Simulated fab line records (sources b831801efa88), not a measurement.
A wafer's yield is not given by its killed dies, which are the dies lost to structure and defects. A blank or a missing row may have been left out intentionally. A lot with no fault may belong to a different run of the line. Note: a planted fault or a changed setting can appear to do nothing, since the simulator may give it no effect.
fab line records | flow sky130
record: lots: 7 wafers: 21 last_day: 50
route steps=708 shown VT_ADJUST_PCH@145 SONOS_TUNNEL@154 PAD_OPEN@708
lots untouched by any fault: they come from a run of this same line in which no faults occurred
start_h: hours from the record's first day to the start of the lot's first wafer shown | wait_h: time in hours since the lot's previous step | " repeats the value in the row above | L1.1+2: a row that stands for several wafers | - no value present, or no start provided | * or withheld: withheld | < > ~ a bound
route shown NAME@n: NAME is a module with steps in the file, n the number in the route of the first one | usual: mean and standard deviation over wafers with no fault | same: alike in all rows | chamber/n: place in a boat | sites: the reading at each site | _std_site: the values' standard deviation | _edge_site: outer sites' mean less inner sites' | radius_mm: for every site, how far away it sits from the centre of the wafer | mask NAME#n: copy n | behind: the most recent tool/chamber to have shaped the wafer | hold: what put the lot on hold/how long, in hours/how the hold closed | device: the n, p or np transistor that did not switch | end of line: the tests these same wafers got at the end of their route | a step given without rows: its recipe and nothing more | killed: count of dies lost to structure and defects at first sort (not the wafer's yield) | map: a wafer's dies, x killed, . not, _ none there
set.NAME: the setting as run; set.NAME@STEP: as run at that earlier step | model.NAME: the simulator's own value behind a step, which no gauge read
lots at some steps of the route; a table a step, a row a wafer
services: a tool's chamber out of use, with start hour (start_h, from the record's first day; less than 0 if before it), hours out, and reason
== steps ==
step: SKY_VT_ADJUST_PCH_COAT_02
recipe: spin_rpm: 2000 resist_thk_nm: 3000
step: SKY_VT_ADJUST_PCH_SOFTBAKE_03
recipe: temp_c: 110 time_s: withheld
step: SKY_VT_ADJUST_PCH_EXPOSE_04
recipe: mask_id: NWM na: 0.6 source_shape: conventional sigma_outer: 0.6 polarization: unpolarized target_cd_nm: 840 dose_mj: 255
step: SKY_VT_ADJUST_PCH_PEB_05
recipe: temp_c: 115 time_s: withheld
step: SKY_VT_ADJUST_PCH_DEVELOP_06
recipe: wall_angle_deg: 90 developer: TMAH develop_time_s: 60 dev_temp_c: 23
step: SKY_VT_ADJUST_PCH_OVL_MEAS_07
usual: VT_ADJUST_PCH_OVL: -0.2/1.5
columns lot.wafer tool chamber start_h wait_h VT_ADJUST_PCH_OVL[nm]
L131.1 overlay-01 - 238.33 - 0.5
L131.2 " - " " -0.3
L131.6 " - " " -1.6
L133.3 overlay-01 - 246.74 - 2.0
L133.5 " - " " 1.6
L133.6 " - " " 1.7
L140.2 overlay-02 - 304.48 - -0.1
L140.5 " - " " 0.2
L140.6 " - " " 0.9
L142.2 overlay-01 - 317.92 - 1.3
L142.5 " - " " -0.4
L142.6 " - " " 1.2
L143.1 overlay-01 - 323.42 - 1.0
L143.4 " - " " 2.6
L143.6 " - " " 4.8
L150.3 overlay-02 - 379.54 - 2.0
L150.4 " - " " -1.6
L150.6 " - " " -0.3
L153.1 overlay-02 - 398.57 - -0.3
L153.5 " - " " -0.3
L153.6 " - " " -1.0
step: SKY_VT_ADJUST_PCH_IMPLANT_08
recipe: species: B energy_kev: 10 dose_cm2: 5e+11 tilt_deg: withheld
step: SKY_VT_ADJUST_PCH_STRIP_09
recipe: chemistry: O2/N2 power_w: 1400 pressure_mtorr: 1500 platen_temp_c: withheld o2_flow_sccm: 3000 n2_flow_sccm: 300 overash_fraction: 0.5
usual: drypump_motor_current_A: 5.5/0.53 oes_product_au: 0.723/0.0043 strip_time_to_endpoint_s: 36.95/0.11
same: overash_fraction: 0.5
columns lot.wafer tool chamber start_h wait_h drypump_motor_current_A oes_product_au rf_hours_counter_h strip_time_to_endpoint_s
L131.1 plasma_asher-02 0 238.51 0.1 6.4 0.720 52 36.75
L131.2 " 1 " " 5.5 0.718 52 36.84
L131.6 " 0 " " 6.4 0.724 - 36.85
L133.3 plasma_asher-02 1 246.95 0.1 5.5 0.726 - 37.14
L133.5 " 0 " " 6.4 0.726 - 37.05
L133.6 " 1 " " 5.5 0.721 - 37.09
L140.2 plasma_asher-02 1 304.66 0.1 5.5 0.725 59 37.24
L140.5 " 0 " " 6.5 0.724 - 37.25
L140.6 " 1 " " 5.5 0.729 - 37.30
L142.2 plasma_asher-02 1 318.10 0.1 5.5 0.725 60 36.98
L142.5 " 1 " " 5.5 0.727 - 36.89
L142.6 " 0 " " 6.5 0.728 - 36.93
L143.1 plasma_asher-04 0 323.60 0.1 5.0 0.721 63 37.03
L143.4 " 0 " " 5.0 0.720 - 37.11
L143.6 " 0 " " 5.0 0.720 - 37.07
L150.3 plasma_asher-01 1 379.74 0.1 5.6 0.725 - 36.82
L150.4 " 0 " " 4.9 0.718 - 36.94
L150.6 " 0 " " 4.9 0.725 - 36.72
L153.1 plasma_asher-04 1 398.76 0.1 5.4 0.723 70 37.05
L153.5 " 1 " " 5.4 0.729 - 37.00
L153.6 " 0 " " 5.0 0.723 - 37.08
step: SKY_VT_ADJUST_PCH_TW_MEAS_10
usual: VT_ADJUST_PCH_TW: 142.8/1.3
columns lot.wafer tool chamber start_h wait_h VT_ADJUST_PCH_TW
L131.1 film_metro-04 - 238.61 0.1 144.6
L131.2 " - " " 144.7
L131.6 " - " " 144.8
L133.3 film_metro-04 - 247.04 0.1 142.5
L133.5 " - " " 142.7
L133.6 " - " " 142.6
L140.2 film_metro-03 - 304.77 0.1 142.5
L140.5 " - " " 143.1
L140.6 " - " " 141.7
L142.2 film_metro-03 - 318.21 0.1 142.1
L142.5 " - " " 141.5
L142.6 " - " " 142.0
L143.1 film_metro-03 - 323.70 0.1 141.8
L143.4 " - " " 142.0
L143.6 " - " " 142.2
L150.3 film_metro-04 - 379.83 0.1 145.0
L150.4 " - " " 145.9
L150.6 " - " " 145.4
L153.1 film_metro-02 - 398.86 0.1 141.2
L153.5 " - " " 141.0
L153.6 " - " " 140.9
step: SKY_SONOS_TUNNEL_DEHYDRATE_00
recipe: temp_c: 200 time_s: 60
step: SKY_SONOS_TUNNEL_HMDS_01
recipe: prime_time_s: 60 prime_temp_c: 120
step: SKY_SONOS_TUNNEL_COAT_02
recipe: resist: NOVOLAK spin_rpm: 3000 resist_thk_nm: 1140
step: SKY_SONOS_TUNNEL_SOFTBAKE_03
recipe: temp_c: 90 time_s: 60 resist: NOVOLAK
usual: chill_plate_temp_C: 22.99/0.095 run_length_s: 89.13/0.12
columns lot.wafer tool chamber start_h wait_h chill_plate_temp_C run_length_s
L131.1 litho_track-04 0 249.58 0.1 23.15 88.93
L131.2 " 0 " " 23.01 89.27
L131.6 " 0 " " 22.97 89.02
L133.3 litho_track-02 0 258.49 0.1 22.96 89.44
L133.5 " 0 " " 22.98 89.12
L133.6 " 0 " " 22.88 89.10
L140.2 litho_track-02 0 317.46 0.1 22.84 89.22
L140.5 " 0 " " 23.02 89.46
L140.6 " 0 " " 22.96 96.26
L142.2 litho_track-02 0 331.31 0.1 22.88 89.19
L142.5 " 0 " " 22.99 89.12
L142.6 " 0 " " 22.96 96.22
L143.1 litho_track-02 0 336.74 0.1 23.11 89.33
L143.4 " 0 " " 22.93 96.62
L143.6 " 0 " " 22.96 96.46
L150.3 litho_track-04 0 394.78 0.1 22.77 88.95
L150.4 " 0 " " 22.84 89.14
L150.6 " 0 " " 22.83 88.99
L153.1 litho_track-02 0 413.68 0.1 23.18 89.25
L153.5 " 0 " " 23.06 89.07
L153.6 " 0 " " 23.02 89.33
step: SKY_SONOS_TUNNEL_EXPOSE_04
recipe: mask_id: TUNM na: 0.6 source_shape: conventional sigma_outer: 0.6 polarization: unpolarized target_cd_nm: 410 dose_mj: 136
step: SKY_PAD_OPEN_PROBE_99
usual: killed_at_M0_to_M3: 42/7.2 killed_at_M4_up: 3.4/2.1 killed_at_contacts: 24/5.4 killed_at_front_end: 15/4 killed_at_other: 0.3/0.53 killed_dies: 85/8.8 killed_on_rim: 16/3.5 killed_open: 47/6.7 killed_short: 38/6.5
same: gross_dies: 492 killed_at_back_side: 0
columns lot.wafer tool chamber start_h wait_h killed_at_M0_to_M3 killed_at_M4_up killed_at_contacts killed_at_front_end killed_at_other killed_dies killed_on_rim killed_open killed_short
L131.1 prober-01 - 1087.89 0.1 50 4 23 8 0 85 14 40 45
L131.2 prober-01 - 1087.94 0.1 43 7 27 11 0 88 15 51 37
L131.6 prober-01 - 1088.14 0.2 51 5 24 16 0 96 16 51 45
L133.3 prober-01 - 1099.93 0.2 32 4 25 19 0 80 16 47 32
L133.5 prober-01 - 1100.03 0.2 39 4 22 12 0 77 12 36 40
L133.6 prober-01 - 1100.08 0.2 43 4 23 18 0 88 16 50 38
L140.2 prober-02 - 1138.25 0.1 55 3 18 11 0 87 18 45 42
L140.5 prober-02 - 1138.40 0.2 38 5 19 14 0 76 21 34 42
L140.6 prober-02 - 1138.45 0.2 42 4 37 13 1 97 20 47 50
L142.2 prober-02 - 1149.35 0.1 44 1 29 20 0 94 21 47 47
L142.5 prober-02 - 1149.50 0.2 36 1 35 14 0 86 14 49 37
L142.6 prober-02 - 1149.55 0.2 29 4 18 17 0 68 14 38 29
L143.1 prober-01 - 1157.43 0.1 44 2 22 15 0 83 17 49 34
L143.4 prober-01 - 1157.58 0.2 38 1 25 12 1 77 14 34 43
L143.6 prober-01 - 1157.68 0.2 47 4 20 3 0 74 14 40 34
L150.3 prober-01 - 1187.95 0.2 50 2 22 17 0 91 18 48 43
L150.4 prober-01 - 1188.00 0.2 56 3 17 12 0 88 14 43 45
L150.6 prober-01 - 1188.10 0.2 31 3 19 23 0 76 16 47 29
L153.1 prober-02 - 1202.99 0.1 48 6 33 14 0 101 21 52 49
L153.5 prober-02 - 1203.19 0.2 52 6 22 14 0 94 19 58 36
L153.6 prober-02 - 1203.24 0.2 29 2 34 15 0 80 20 47 33
killed by level:class
L131.1 METAL2:geometric_particle:short=13 VIA2:geometric_particle:open=9 CONTACT:geometric_particle:open=8 VIA1:geometric_particle:open=8 CONTACT:geometric_particle:short=7 METAL1:geometric_particle:short=5 VIA3:geometric_particle:open=5 LI_CONTACT:geometric_particle:open=4
L131.2 VIA1:geometric_particle:open=11 LI_CONTACT:geometric_particle:open=9 VIA2:geometric_particle:open=9 CONTACT:geometric_particle:open=7 METAL1:geometric_particle:short=6 CONTACT:geometric_particle:short=5 METAL4:geometric_particle:short=5 LOCAL_INTERCONNECT:geometric_particle:short=4
L131.6 VIA1:geometric_particle:open=15 METAL1:geometric_particle:short=9 METAL2:geometric_particle:short=8 CONTACT:geometric_particle:short=7 CONTACT:geometric_particle:open=7 VIA3:geometric_particle:open=7 LI_CONTACT:geometric_particle:open=6 FIELD_ISO:geometric_particle:open=5
L133.3 CONTACT:geometric_particle:open=11 LI_CONTACT:geometric_particle:open=8 METAL2:geometric_particle:short=8 VIA1:geometric_particle:open=6 VIA3:geometric_particle:open=6 VIA2:geometric_particle:open=5 FIELD_ISO:geometric_particle:open=3 FIELD_ISO:geometric_particle:short=3
L133.5 CONTACT:geometric_particle:open=9 VIA2:geometric_particle:open=9 VIA1:geometric_particle:open=8 CONTACT:geometric_particle:short=7 METAL1:geometric_particle:short=5 VIA1:geometric_particle:short=5 POLY_GATE:geometric_particle:short=4 METAL4:geometric_particle:short=4
L133.6 VIA2:geometric_particle:open=10 CONTACT:geometric_particle:open=10 VIA1:geometric_particle:open=8 VIA3:geometric_particle:open=6 METAL2:geometric_particle:short=6 FIELD_ISO:geometric_particle:open=4 FIELD_ISO:geometric_particle:short=4 LI_CONTACT:geometric_particle:open=4
L140.2 VIA1:geometric_particle:open=16 VIA1:geometric_particle:short=8 CONTACT:geometric_particle:open=7 FIELD_ISO:geometric_particle:short=6 METAL1:geometric_particle:short=6 METAL2:geometric_particle:short=5 VIA3:geometric_particle:open=5 LI_CONTACT:geometric_particle:open=4
L140.5 METAL1:geometric_particle:short=9 VIA1:geometric_particle:open=9 CONTACT:geometric_particle:open=7 VIA1:geometric_particle:short=6 POLY_GATE:geometric_particle:open=5 VIA3:geometric_particle:open=5 FIELD_ISO:geometric_particle:short=4 POLY_GATE:geometric_particle:short=4
L140.6 CONTACT:geometric_particle:open=13 VIA1:geometric_particle:open=9 VIA3:geometric_particle:open=7 CONTACT:geometric_particle:short=6 LI_CONTACT:geometric_particle:open=6 VIA1:geometric_particle:short=6 POLY_GATE:geometric_particle:short=5 LI_CONTACT:geometric_particle:short=5
L142.2 METAL1:geometric_particle:short=14 CONTACT:geometric_particle:open=13 VIA1:geometric_particle:open=10 LI_CONTACT:geometric_particle:open=6 FIELD_ISO:geometric_particle:short=4 FIELD_ISO:geometric_particle:open=4 POLY_GATE:geometric_particle:short=4 LI_CONTACT:geometric_particle:short=4
L142.5 LI_CONTACT:geometric_particle:open=12 CONTACT:geometric_particle:open=10 VIA1:geometric_particle:open=9 VIA3:geometric_particle:open=6 FIELD_ISO:geometric_particle:short=5 CONTACT:geometric_particle:short=5 POLY_GATE:geometric_particle:short=4 LOCAL_INTERCONNECT:geometric_particle:short=4
L142.6 VIA1:geometric_particle:open=9 LI_CONTACT:geometric_particle:open=6 CONTACT:geometric_particle:open=5 VIA2:geometric_particle:open=5 FIELD_ISO:geometric_particle:short=4 POLY_GATE:geometric_particle:open=4 LI_CONTACT:geometric_particle:short=4 METAL4:geometric_particle:short=4
L143.1 VIA1:geometric_particle:open=17 VIA2:geometric_particle:open=10 LOCAL_INTERCONNECT:geometric_particle:short=8 CONTACT:geometric_particle:open=7 FIELD_ISO:geometric_particle:short=6 CONTACT:geometric_particle:short=4 METAL1:geometric_particle:short=4 VIA1:geometric_particle:short=4
L143.4 VIA1:geometric_particle:short=8 VIA2:geometric_particle:open=8 LI_CONTACT:geometric_particle:open=7 CONTACT:geometric_particle:short=7 VIA1:geometric_particle:open=7 POLY_GATE:geometric_particle:short=5 LOCAL_INTERCONNECT:geometric_particle:short=5 CONTACT:geometric_particle:open=4
L143.6 METAL2:geometric_particle:short=7 LI_CONTACT:geometric_particle:open=6 VIA1:geometric_particle:open=6 VIA2:geometric_particle:open=6 VIA3:geometric_particle:open=6 CONTACT:geometric_particle:open=5 LOCAL_INTERCONNECT:geometric_particle:short=5 VIA3:geometric_particle:short=5
L150.3 VIA1:geometric_particle:open=11 METAL2:geometric_particle:short=9 LI_CONTACT:geometric_particle:open=8 VIA2:geometric_particle:open=7 CONTACT:geometric_particle:short=6 VIA3:geometric_particle:open=6 FIELD_ISO:geometric_particle:open=5 FIELD_ISO:geometric_particle:short=4
L150.4 VIA1:geometric_particle:open=12 METAL2:geometric_particle:short=8 CONTACT:geometric_particle:open=7 VIA3:geometric_particle:open=6 METAL3:geometric_particle:short=5 METAL1:geometric_particle:short=5 VIA3:geometric_particle:short=5 VIA2:geometric_particle:short=4
L150.6 VIA1:geometric_particle:open=10 CONTACT:geometric_particle:open=6 FIELD_ISO:geometric_particle:open=5 LI_CONTACT:geometric_particle:open=5 VIA3:geometric_particle:open=4 POLY_GATE:geometric_particle:open=4 SPACER:geometric_particle:open=4 LOCAL_INTERCONNECT:geometric_particle:short=4
L153.1 LI_CONTACT:geometric_particle:open=10 VIA1:geometric_particle:short=10 CONTACT:geometric_particle:open=9 VIA1:geometric_particle:open=8 CONTACT:geometric_particle:short=7 METAL2:geometric_particle:short=6 METAL1:geometric_particle:short=6 VIA3:geometric_particle:open=5
L153.5 VIA1:geometric_particle:open=13 VIA3:geometric_particle:open=12 LI_CONTACT:geometric_particle:open=8 VIA1:geometric_particle:short=7 CONTACT:geometric_particle:open=6 FIELD_ISO:geometric_particle:open=5 METAL4:geometric_particle:short=5 LOCAL_INTERCONNECT:geometric_particle:short=4
L153.6 LI_CONTACT:geometric_particle:open=13 VIA1:geometric_particle:open=11 CONTACT:geometric_particle:open=9 LI_CONTACT:geometric_particle:short=7 FIELD_ISO:geometric_particle:short=5 POLY_GATE:geometric_particle:open=4 VIA1:geometric_particle:short=4 METAL1:geometric_particle:short=3
== services ==
columns tool chamber start_h hours kind
plasma_asher-02 - 342.31 1.4 repair
plasma_asher-01 - 351.10 2.8 pm
plasma_asher-02 - 379.16 0.4 repair
== key ==
first_sign: step: SKY_SONOS_TUNNEL_SOFTBAKE_03 reading: run_length_s direction: up sigmas: 62 usual: * struck: *
effect none on later readings
met_at SKY_SONOS_TUNNEL_SOFTBAKE_03
struck_wafers L140.6,L142.6,L143.4,L143.6
tester_left_out L140,L142,L143
onset_between 258.49 317.46
fault: kind: process_parameter_drift tool: litho_track-02 chamber: - onset_h: 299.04 steps: SKY_SONOS_TUNNEL_SOFTBAKE_03 channel: time_s offset: * shape: step end_h: 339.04 scope: struck_wafers_only acts_in: * stated: *
tester_left_out: of these lots the tester's yield and bins aren't shown, on N5 and GAA mostly nor the transistor test; their killed dies are dies lost to structure and defects alone, not to doping, threshold or leakage, so they don't give the yield
